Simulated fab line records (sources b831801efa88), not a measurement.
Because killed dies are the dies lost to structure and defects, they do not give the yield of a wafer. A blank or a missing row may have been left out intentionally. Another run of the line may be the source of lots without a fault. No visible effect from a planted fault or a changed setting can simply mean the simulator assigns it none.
Matching of chambers    flow sky130    rie-diel-01 running SKY_POLY_GATE_ETCH_15: 4 sister chambers
The step etches BARC in N2/H2, stops on SiO2, time 118.5 s, target depth 110 nm. 4 wafers are shown with their chamber, then 10 later ones without.

== WAFERS PAIRED WITH THEIR CHAMBERS ==
wafer   chamber  drypump-motor-current-A (A)
L082.3  2        5.56
L083.1  0        5.66
L087.1  3        6.22
L087.2  1        6.19

== WAFERS WITH NO CHAMBER GIVEN ==
wafer   drypump-motor-current-A (A)
L087.6  6.23
L088.2  5.61
L088.3  6.21
L088.5  5.59
L091.3  5.68
L091.4  5.59
L091.5  6.22
L092.2  6.16
L092.3  5.61
L092.5  5.62

== THE CHAMBER EACH PASSED THROUGH ==
wafer   from the rows above      in truth
L087.6  can't be placed: 3 or 1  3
L088.2  can't be placed: 0 or 2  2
L088.3  can't be placed: 3 or 1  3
L088.5  can't be placed: 2 or 0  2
L091.3  0                        0
L091.4  can't be placed: 2 or 0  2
L091.5  can't be placed: 3 or 1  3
L092.2  can't be placed: 1 or 3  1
L092.3  can't be placed: 0 or 2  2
L092.5  can't be placed: 0 or 2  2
Correct placement for 1 of the 10. Cannot be placed on the basis of these rows: 9; the candidates contain the true chamber in 9. Wrongly placed: 0.
How it was worked out, from the rows above alone: a wafer's distance from a chamber is the root of the sum, over the readings, of the square of ((its reading less the chamber's mean) divided by the reading's scatter). If the next closest chamber is less than 2 further off than the closest, the wafer can't be placed; otherwise it belongs to the closest. A chamber's mean is the mean of its shown wafers. The scatter (one wafer shown for each chamber): square how far every hidden wafer sits from the nearest shown wafer, average those squares and take the square root.
